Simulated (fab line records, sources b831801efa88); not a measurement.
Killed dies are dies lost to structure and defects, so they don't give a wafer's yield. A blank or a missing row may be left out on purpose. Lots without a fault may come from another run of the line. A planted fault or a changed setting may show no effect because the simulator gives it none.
Which tool did it? | flow sky130 | 12 lots, 36 wafers sampled, at 5 steps of a route of 708

WHAT THE GAUGES READ, wafer by wafer
SKY_NWELL_RS_MEAS_29: measures by four-point-probe.
lot  | measured     | on            | NWELL_RS (ohm/sq)
L506 | day 5 06:38  | film_metro-02 | 625.9 624.1 624.6
L509 | day 5 23:55  | film_metro-01 | 627.5 623.9 624.2
L510 | day 6 08:11  | film_metro-01 | 623.6 621.3 622.7
L512 | day 7 04:29  | film_metro-02 | 625.0 622.9 624.8
L513 | day 7 06:04  | film_metro-01 | 626.5 625.4 624.5
L515 | day 7 12:58  | film_metro-02 | 623.6 625.5 621.8
L523 | day 9 17:14  | film_metro-01 | 631.1 632.6 631.7
L524 | day 10 10:51 | film_metro-02 | 633.1 630.7 634.0
L525 | day 10 15:13 | film_metro-01 | 627.0 625.8 625.9
L526 | day 10 15:45 | film_metro-01 | 625.1 626.4 624.9
L527 | day 10 18:51 | film_metro-01 | 624.1 623.6 625.7
L529 | day 11 09:22 | film_metro-01 | 622.9 622.1 621.5

SKY_SONOS_ONO_CD_MEAS_13: target cd 410 nm.
lot  | measured     | on        | cd_nm (nm)
L506 | day 12 13:16 | cd_sem-02 | 409.9 407.7 410.3
L509 | day 13 09:37 | cd_sem-02 | 411.3 411.5 410.7
L510 | day 14 00:56 | cd_sem-01 | 410.0 409.2 409.4
L512 | day 15 05:49 | cd_sem-01 | 410.4 408.8 408.1
L513 | day 15 05:50 | cd_sem-02 | 411.5 409.9 412.0
L515 | day 15 18:22 | cd_sem-01 | 412.6 414.6 412.8
L523 | day 18 16:49 | cd_sem-01 | 408.0 407.4 409.3
L524 | day 19 15:48 | cd_sem-02 | 410.3 410.1 410.7
L525 | day 19 18:19 | cd_sem-02 | 409.1 408.5 407.7
L526 | day 19 19:57 | cd_sem-02 | 413.1 413.6 413.9
L527 | day 20 02:39 | cd_sem-01 | 406.4 407.6 409.3
L529 | day 20 18:38 | cd_sem-02 | 414.2 413.0 413.1

WHICH TOOL RAN EACH LOT (tool, then ch and the chambers of the sampled wafers, then the start)
lot  | SKY_NWELL_IMPLANT_13            | SKY_NWELL_STRIP_14                   | SKY_VT_ADJUST_LVTN_STRIP_20
L506 | implanter-04 ch 0, day 4 13:13  | plasma_asher-02 ch 0,1, day 4 13:21  | plasma_asher-03 ch 1, day 7 15:03
L509 | implanter-02 ch 0, day 5 05:14  | plasma_asher-04 ch 0,1, day 5 05:23  | plasma_asher-01 ch 0,1, day 8 08:47
L510 | implanter-04 ch 0, day 5 13:05  | plasma_asher-03 ch 0,1, day 5 13:13  | plasma_asher-01 ch 0,1, day 8 18:53
L512 | implanter-04 ch 0, day 6 09:43  | plasma_asher-04 ch 0,1, day 6 09:51  | plasma_asher-01 ch 0,1, day 9 21:00
L513 | implanter-01 ch 0, day 6 10:28  | plasma_asher-03 ch 1, day 6 10:35    | plasma_asher-04 ch 0,1, day 9 21:35
L515 | implanter-01 ch 0, day 6 17:58  | plasma_asher-04 ch 0,1, day 6 18:05  | plasma_asher-04 ch 0, day 10 06:18
L523 | implanter-01 ch 0, day 8 19:22  | plasma_asher-04 ch 0,1, day 8 19:30  | plasma_asher-04 ch 0,1, day 12 16:08
L524 | implanter-01 ch 0, day 9 11:53  | plasma_asher-04 ch 0,1, day 9 12:01  | plasma_asher-04 ch 0,1, day 13 11:08
L525 | implanter-04 ch 0, day 9 15:00  | plasma_asher-04 ch 0,1, day 9 15:09  | plasma_asher-04 ch 0,1, day 13 14:50
L526 | implanter-02 ch 0, day 9 15:14  | plasma_asher-03 ch 0,1, day 9 15:22  | plasma_asher-03 ch 0,1, day 13 16:34
L527 | implanter-04 ch 0, day 9 20:00  | plasma_asher-03 ch 0,1, day 9 20:09  | plasma_asher-03 ch 0,1, day 13 20:21
L529 | implanter-02 ch 0, day 10 09:43 | plasma_asher-03 ch 0,1, day 10 09:51 | plasma_asher-03 ch 0,1, day 14 12:18
- SKY_NWELL_IMPLANT_13
- SKY_NWELL_STRIP_14: strips in O2/N2.
- SKY_VT_ADJUST_LVTN_STRIP_20: strips in O2/N2.

WHAT THE TOOLS THEMSELVES READ (means of the sampled wafers that have a number; where no wafer has one, the mark that the record gives instead)
SKY_NWELL_IMPLANT_13.
lot  | tool         | beam_energy_keV | dose_ions_cm2 | faraday_current_uA
L506 | implanter-04 | 50.013          | 7.004e+11     | 3.95
L509 | implanter-02 | 49.985          | 6.990e+11     | 3.91
L510 | implanter-04 | 49.997          | 7.000e+11     | 3.95
L512 | implanter-04 | 50.010          | 7.007e+11     | 3.91
L513 | implanter-01 | 49.985          | 6.999e+11     | 4.00
L515 | implanter-01 | 50.018          | 7.003e+11     | 3.91
L523 | implanter-01 | 49.990          | 5.030e+11     | 2.80
L524 | implanter-01 | 50.013          | 5.038e+11     | 2.82
L525 | implanter-04 | 50.019          | 6.987e+11     | 3.94
L526 | implanter-02 | 50.005          | 7.006e+11     | 3.95
L527 | implanter-04 | 50.003          | 6.995e+11     | 3.94
L529 | implanter-02 | 50.003          | 6.991e+11     | 3.93

SKY_NWELL_STRIP_14.
lot  | tool            | drypump_motor_current_A (A) | oes_product_au (a.u.) | strip_time_to_endpoint_s (s)
L506 | plasma_asher-02 | 6.2                         | 0.722                 | 36.80
L509 | plasma_asher-04 | 6.2                         | 0.721                 | 37.01
L510 | plasma_asher-03 | 6.1                         | 0.724                 | 36.86
L512 | plasma_asher-04 | 6.1                         | 0.719                 | 37.19
L513 | plasma_asher-03 | 6.0                         | 0.723                 | 36.97
L515 | plasma_asher-04 | 6.2                         | 0.723                 | 37.13
L523 | plasma_asher-04 | 6.5                         | 0.721                 | 36.77
L524 | plasma_asher-04 | 6.1                         | 0.723                 | 37.02
L525 | plasma_asher-04 | 6.1                         | 0.722                 | 36.91
L526 | plasma_asher-03 | 6.0                         | 0.725                 | 36.91
L527 | plasma_asher-03 | 6.1                         | 0.722                 | 37.10
L529 | plasma_asher-03 | 6.0                         | 0.720                 | 36.89

SKY_VT_ADJUST_LVTN_STRIP_20.
lot  | tool            | drypump_motor_current_A (A) | oes_product_au (a.u.) | strip_time_to_endpoint_s (s)
L506 | plasma_asher-03 | 6.0                         | 0.714                 | 14.21
L509 | plasma_asher-01 | 5.4                         | 0.717                 | 14.11
L510 | plasma_asher-01 | 5.4                         | 0.715                 | 14.20
L512 | plasma_asher-01 | 5.4                         | 0.717                 | 14.14
L513 | plasma_asher-04 | 6.5                         | 0.716                 | 14.13
L515 | plasma_asher-04 | 6.8                         | 0.711                 | 14.22
L523 | plasma_asher-04 | 6.5                         | 0.717                 | 14.16
L524 | plasma_asher-04 | 6.5                         | 0.715                 | 14.19
L525 | plasma_asher-04 | 6.5                         | 0.716                 | 14.21
L526 | plasma_asher-03 | 6.0                         | 0.717                 | 14.21
L527 | plasma_asher-03 | 6.0                         | 0.720                 | 14.17
L529 | plasma_asher-03 | 6.1                         | 0.711                 | 14.12

THE ANSWER, worked out from the rows above alone
Rule: what is usual is taken from the lots themselves. Put in order of their means at a reading, lots are off if they are a third of the lots or fewer, leave a main group of 4 or more, and stand apart from it by a gap of 3 or more times the standard deviation of the main group's means; of several such gaps the widest counts. A main group whose means are all the same, to the digits that the tables above print for the reading, isn't used. A lot without any number at a reading at which 4 lots or more have one is off too. The other lots that the step has rows for count as sound. The gauges are gone through in route order, then the tools' own readings, and for those a lot's mean is taken as printed above. The first step at which some lot is off is used, and at that step the reading that is off furthest; a lot without a number counts as furthest.
Off: L523, L524, at SKY_NWELL_RS_MEAS_29 (NWELL_RS). The main group: mean 624.4 ohm/sq, standard deviation 1.2.
A tool fits if, at a process step before that reading, it ran every lot that is off, and no sound lot after the first of them. The gauges at SKY_NWELL_RS_MEAS_29 aren't tried: what is off there is off at SKY_NWELL_IMPLANT_13 too, on other tools, and a gauge's error can't cause that. One fits: implanter-01 at SKY_NWELL_IMPLANT_13. Its last sound lot is L515 (day 6 17:58), its first lot that is off L523 (day 8 19:22): a fault that began between those two fits.
The tool's own readings at SKY_NWELL_IMPLANT_13 bear it out: on the lots that are off they differ by more than 5 times the standard deviation of the sound lots' means. dose_ions_cm2 reads 5.034e+11 there against 6.998e+11 on the sound lots; faraday_current_uA reads 2.81 there against 3.94 on the sound lots.

WHAT THE SIMULATOR HAD PUT IN
Process parameter drift: implanter-01, from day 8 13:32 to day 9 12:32, at SKY_NWELL_IMPLANT_13. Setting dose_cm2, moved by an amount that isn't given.
Lots struck among those shown: L523, L524. The rule above found the same.
